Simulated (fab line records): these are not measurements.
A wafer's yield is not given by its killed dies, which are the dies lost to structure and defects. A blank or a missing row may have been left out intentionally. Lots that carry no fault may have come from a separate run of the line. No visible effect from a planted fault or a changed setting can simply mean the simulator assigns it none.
fab line records | flow sky130
record: lots: 13 wafers: 39 last-day: 50
route steps=708 shown PWDE@53 SD_N@358 LOCAL_INTERCONNECT@399 CONTACT@410 PAD_OPEN@708
lots untouched by any fault: they come from a run of this same line in which no faults occurred
start-h: the number of hours between the record's first day and the start of the first shown wafer of the lot | wait-h: hours from the lot's prior step to this one | " identical to the entry in the row above | L1.1+2: one row covering several wafers at once | - no value present, or no start provided | * or withheld: withheld | < > ~ a bound
route shown NAME@n: a module of which the file shows steps, and the number in the route of the first | usual: average and standard deviation across the fault-free wafers | same: alike in all rows | chamber/n: place in a boat | sites: the reading at each site | _std_site: the values' standard deviation | _edge_site: inner sites' mean taken away from outer sites' mean | radius-mm: how far each site lies from the wafer's centre | mask NAME#n: copy n | behind: the last tool/chamber to shape the wafer | hold: reason for holding the lot/hours on hold/outcome of the hold | device: the transistor (n, p or np) that didn't switch | end of line: tests of these same wafers at the route's end | a step with no rows: only its recipe | killed: count of dies lost to structure and defects at first sort (not the wafer's yield) | map: the dies of a wafer, with x for killed, . for not killed, _ for no die there
set.NAME: the setting that was run; set.NAME@STEP: the one run at that earlier step | model.NAME: the simulator's own value behind a step, which no gauge read
steps of the route over a sample of lots; a table a step, a row a wafer
services: a tool's chamber out of use, with start hour (start-h, from the record's first day; less than 0 if before it), hours out, and reason
== steps ==
step: SKY_PWDE_IMPLANT_08
recipe: species: B energy-kev: 150 dose-cm2: 3.6e+12 tilt-deg: withheld
usual: beam-energy-keV: 150.00/0.041
columns lot.wafer tool chamber start-h wait-h beam-energy-keV
L171.2 implanter-02 0 68.70 0.0 150.00
L171.3 " 0 " " 150.02
L171.6 " 0 " " 149.99
L172.1 implanter-04 0 74.95 0.0 149.97
L172.3 " 0 " " 150.02
L172.4 " 0 " " 149.95
L173.1 implanter-03 0 80.91 0.0 150.01
L173.2 " 0 " " 150.03
L173.5 " 0 " " 149.96
L174.3 implanter-04 0 91.86 0.1 149.98
L174.4 " 0 " " 150.03
L174.5 " 0 " " 149.98
L176.1 implanter-03 0 101.92 0.0 150.06
L176.2 " 0 " " 150.04
L176.5 " 0 " " 149.99
L181.3 implanter-02 0 125.62 0.1 149.94
L181.4 " 0 " " 149.97
L181.6 " 0 " " 149.97
L180.1 implanter-04 0 126.40 0.0 150.07
L180.3 " 0 " " 149.97
L180.5 " 0 " " 150.02
L183.1 implanter-03 0 135.46 0.0 149.99
L183.2 " 0 " " 149.99
L183.3 " 0 " " 150.01
L185.1 implanter-03 0 147.35 0.0 128.03
L185.2 " 0 " " 128.00
L185.4 " 0 " " 128.01
L186.1 implanter-04 0 151.85 0.0 149.97
L186.2 " 0 " " 149.97
L186.4 " 0 " " 149.94
L188.1 implanter-03 0 167.05 0.0 128.04
L188.3 " 0 " " 127.94
L188.5 " 0 " " 128.00
L189.2 implanter-03 0 169.20 0.0 128.01
L189.4 " 0 " " 127.97
L189.5 " 0 " " 128.02
L194.1 implanter-02 0 201.42 0.0 150.00
L194.3 " 0 " " 150.00
L194.4 " 0 " " 150.02
step: SKY_SD_N_RS_MEAS_16
recipe: thk-meas-gauge: four-point-probe
usual: SD_N_RS: 68.50/0.12
columns lot.wafer tool chamber start-h wait-h SD_N_RS[ohm/sq]
L171.2 film-metro-03 - 644.67 0.1 68.45
L171.3 " - " " 68.39
L171.6 " - " " 68.36
L172.1 film-metro-03 - 647.31 0.1 68.54
L172.3 " - " " 68.36
L172.4 " - " " 68.39
L173.1 film-metro-03 - 650.08 0.1 68.50
L173.2 " - " " 68.49
L173.5 " - " " 68.46
L174.3 film-metro-04 - 673.49 0.1 68.34
L174.4 " - " " 68.31
L174.5 " - " " 68.30
L176.1 film-metro-01 - 688.35 0.1 68.57
L176.2 " - " " 68.73
L176.5 " - " " 68.53
L181.3 film-metro-04 - 753.34 0.1 68.44
L181.4 " - " " 68.43
L181.6 " - " " 68.53
L183.1 film-metro-01 - 758.03 0.1 68.66
L183.2 " - " " 68.61
L183.3 " - " " 68.48
L185.1 film-metro-03 - 758.38 0.1 68.63
L185.2 " - " " 68.59
L185.4 " - " " 68.44
L180.1 film-metro-01 - 760.60 0.1 68.58
L180.3 " - " " 68.56
L180.5 " - " " 68.71
L186.1 film-metro-03 - 761.44 0.1 68.54
L186.2 " - " " 68.36
L186.4 " - " " 68.46
L188.1 film-metro-03 - 775.61 0.1 68.58
L188.3 " - " " 68.55
L188.5 " - " " 68.51
L189.2 film-metro-04 - 779.80 0.1 68.66
L189.4 " - " " 68.38
L189.5 " - " " 68.58
L194.1 film-metro-03 - 840.26 0.1 68.57
L194.3 " - " " 68.33
L194.4 " - " " 68.44
step: SKY_LOCAL_INTERCONNECT_OVL_MEAS_12
usual: LOCAL_INTERCONNECT_OVL: -1/5.5
columns lot.wafer tool chamber start-h wait-h LOCAL_INTERCONNECT_OVL[nm]
L171.2 overlay-02 - 704.78 0.1 -12
L171.3 " - " " 0
L171.6 " - " " -8
L172.1 overlay-02 - 706.22 0.1 -8
L172.3 " - " " -7
L172.4 " - " " 2
L173.1 overlay-01 - 708.87 0.1 -9
L173.2 " - " " 1
L173.5 " - " " -15
L174.3 overlay-02 - 731.03 0.1 -3
L174.4 " - " " -10
L174.5 " - " " -6
L176.1 overlay-02 - 746.11 0.1 1
L176.2 " - " " 7
L176.5 " - " " 0
L181.3 overlay-02 - 809.49 0.1 -5
L181.4 " - " " 0
L181.6 " - " " 1
L183.1 overlay-02 - 814.48 0.1 9
L183.2 " - " " -2
L183.3 " - " " 6
L185.1 overlay-01 - 814.72 0.1 -5
L185.2 " - " " -4
L185.4 " - " " -2
L180.1 overlay-02 - 814.73 0.1 1
L180.3 " - " " 6
L180.5 " - " " -2
L186.1 overlay-01 - 816.02 0.1 6
L186.2 " - " " -1
L186.4 " - " " -5
L188.1 overlay-01 - 831.21 0.1 -10
L188.3 " - " " 0
L188.5 " - " " -7
L189.2 overlay-01 - 835.11 0.1 -7
L189.4 " - " " -9
L189.5 " - " " -8
L194.1 overlay-01 - 894.97 0.1 6
L194.3 " - " " 4
L194.4 " - " " -6
step: SKY_CONTACT_CMP_04
recipe: material: SiO2 down-force-psi: 4 platen-rpm: 60 pad-velocity-m-s: 0.94248
usual: head-pressure-psi: 4.000/0.0082 motor-current-A: 11.7/0.76 retaining-ring-pressure-frac: 1.000/0.0051 time-to-endpoint-s: 83/3.9
columns lot.wafer tool chamber start-h wait-h head-pressure-psi motor-current-A retaining-ring-pressure-frac time-to-endpoint-s
L171.3 cmp-02 3 705.74 0.0 3.987 12.1 0.999 81
L171.2 " 2 " " 3.991 10.3 1.001 86
L171.6 " 0 " " 3.997 12.8 1.001 78
L172.3 cmp-01 3 707.19 0.0 3.996 12.6 1.001 89
L172.1 " 0 " " 3.997 11.4 0.998 87
L172.4 " 1 " " 4.011 12.9 1.014 87
L173.1 cmp-02 0 709.93 0.1 4.010 12.7 0.998 76
L173.2 " 1 " " 4.021 10.8 1.004 79
L173.5 " 3 " " 3.999 11.5 0.993 80
L174.4 cmp-02 3 732.12 0.1 4.002 11.7 0.995 83
L174.3 " 0 " " 3.996 12.6 0.996 80
L174.5 " 1 " " 3.992 11.3 1.000 83
L176.2 cmp-02 2 747.09 0.0 3.998 10.6 0.996 82
L176.1 " 0 " " 4.017 11.9 1.002 74
L176.5 " 2 " " 4.002 10.2 0.995 77
L181.4 cmp-01 3 810.44 0.0 3.993 12.1 0.998 82
L181.3 " 1 " " 3.995 12.8 1.001 84
L181.6 " 0 " " 4.004 11.4 0.997 79
L183.3 cmp-01 0 815.54 0.1 3.997 11.5 0.999 86
L183.1 " 1 " " 3.988 12.9 0.999 83
L183.2 " 2 " " 4.004 11.4 0.996 81
L185.4 cmp-01 1 815.81 0.0 3.996 12.3 1.001 86
L185.2 " 2 " " 4.006 11.0 0.995 85
L185.1 " 3 " " 4.012 11.9 1.007 90
L180.1 cmp-02 3 815.83 0.2 4.023 11.7 1.000 79
L180.3 " 1 " " 3.992 11.2 1.006 77
L180.5 " 3 " " 4.010 11.8 1.004 79
L186.1 cmp-01 3 817.07 0.1 3.996 12.3 1.002 85
L186.4 " 0 " " 3.988 11.4 0.995 87
L186.2 " 1 " " 4.001 12.6 0.998 86
L188.3 cmp-02 3 832.21 0.0 3.999 10.8 1.007 83
L188.1 " 2 " " 4.018 10.5 0.998 89
L188.5 " 3 " " 4.002 11.7 1.003 89
L189.2 cmp-02 1 836.41 0.3 4.001 11.3 0.994 84
L189.4 " 2 " " 4.000 10.6 1.007 82
L189.5 " 1 " " 3.987 11.2 0.990 88
L194.3 cmp-01 0 896.00 0.1 3.999 12.0 1.013 88
L194.1 " 1 " " 3.997 13.2 1.010 87
L194.4 " 2 " " 3.997 11.6 1.004 84
step: SKY_PAD_OPEN_PROBE_99
usual: killed_at_M0_to_M3: 43/7.3 killed_at_M4_up: 3.5/2.2 killed-at-contacts: 24/5.3 killed-at-front-end: 15/4.2 killed-at-other: 0.3/0.67 killed-dies: 86/9.8 killed-open: 47/7.2 killed-short: 39/6.5
same: gross-dies: 492 killed-at-back-side: 0
columns lot.wafer tool chamber start-h wait-h killed_at_M0_to_M3 killed_at_M4_up killed-at-contacts killed-at-front-end killed-at-other killed-dies killed-open killed-short
L186.1 prober-01 - 1160.11 0.1 47 2 29 14 1 93 54 39
L186.2 prober-01 - 1160.16 0.1 30 6 25 18 1 80 39 41
L186.4 prober-01 - 1160.26 0.2 34 6 20 19 0 79 43 35
killed by level:class
L186.1 CONTACT:geometric-particle:open=13 VIA1:geometric-particle:open=11 VIA2:geometric-particle:open=8 CONTACT:geometric-particle:short=6 METAL1:geometric-particle:short=6 VIA1:geometric-particle:short=6 FIELD_ISO:geometric-particle:open=5 VIA3:geometric-particle:open=5
L186.2 LI_CONTACT:geometric-particle:open=10 CONTACT:geometric-particle:open=9 VIA1:geometric-particle:open=6 METAL2:geometric-particle:short=6 FIELD_ISO:geometric-particle:open=5 FIELD_ISO:geometric-particle:short=4 POLY_GATE:geometric-particle:short=4 METAL1:geometric-particle:short=4
L186.4 CONTACT:geometric-particle:open=9 POLY_GATE:geometric-particle:open=7 VIA1:geometric-particle:open=7 VIA2:geometric-particle:open=5 METAL1:geometric-particle:short=5 METAL2:geometric-particle:short=5 POLY_GATE:geometric-particle:short=4 CONTACT:geometric-particle:short=4
== services ==
columns tool chamber start-h hours kind
cmp-01 - 48.19 2.8 repair
cmp-01 - 64.06 4.0 pm
implanter-03 - 64.57 4.3 pm
cmp-02 - 105.71 0.6 repair
cmp-01 - 108.04 3.3 repair
cmp-01 - 117.97 2.4 repair
cmp-02 - 141.76 2.9 pm
cmp-01 - 151.64 10.4 pm
cmp-02 - 188.25 2.5 repair
cmp-01 - 222.49 0.3 repair
cmp-02 - 232.00 4.0 pm
cmp-01 - 263.83 4.6 pm
cmp-01 - 269.30 0.7 repair
cmp-01 - 307.38 0.2 repair
cmp-02 - 407.71 0.5 repair
cmp-02 - 484.31 0.3 repair
cmp-02 - 499.19 13.9 pm
cmp-02 - 513.10 4.8 pm
cmp-02 - 564.72 7.5 pm
cmp-02 - 572.17 4.0 pm
cmp-02 - 574.28 3.6 repair
cmp-02 - 805.37 0.3 repair
cmp-02 - 879.76 5.4 pm
cmp-02 - 893.88 2.5 repair
== key ==
first-sign: step: SKY_PWDE_IMPLANT_08 reading: beam-energy-keV direction: down sigmas: 99+ usual: * struck: *
effect none on later readings
met-at SKY_PWDE_IMPLANT_08
struck-lots L185,L188,L189
tester-left-out L185,L188,L189
not-acting-at SKY_SD_N_RS_MEAS_16,SKY_LOCAL_INTERCONNECT_OVL_MEAS_12,SKY_CONTACT_CMP_04
onset-between 135.46 147.35
fault: kind: process-parameter-drift tool: implanter-03 chamber: - onset-h: 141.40 steps: SKY_PWDE_IMPLANT_08 channel: energy-kev offset: * shape: step end-h: 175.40 acts-in: * stated: *
tester-left-out: of these lots the tester's yield and bins aren't shown, on N5 and GAA mostly nor the transistor test; their killed dies are dies lost to structure and defects alone, not to doping, threshold or leakage, so they don't give the yield
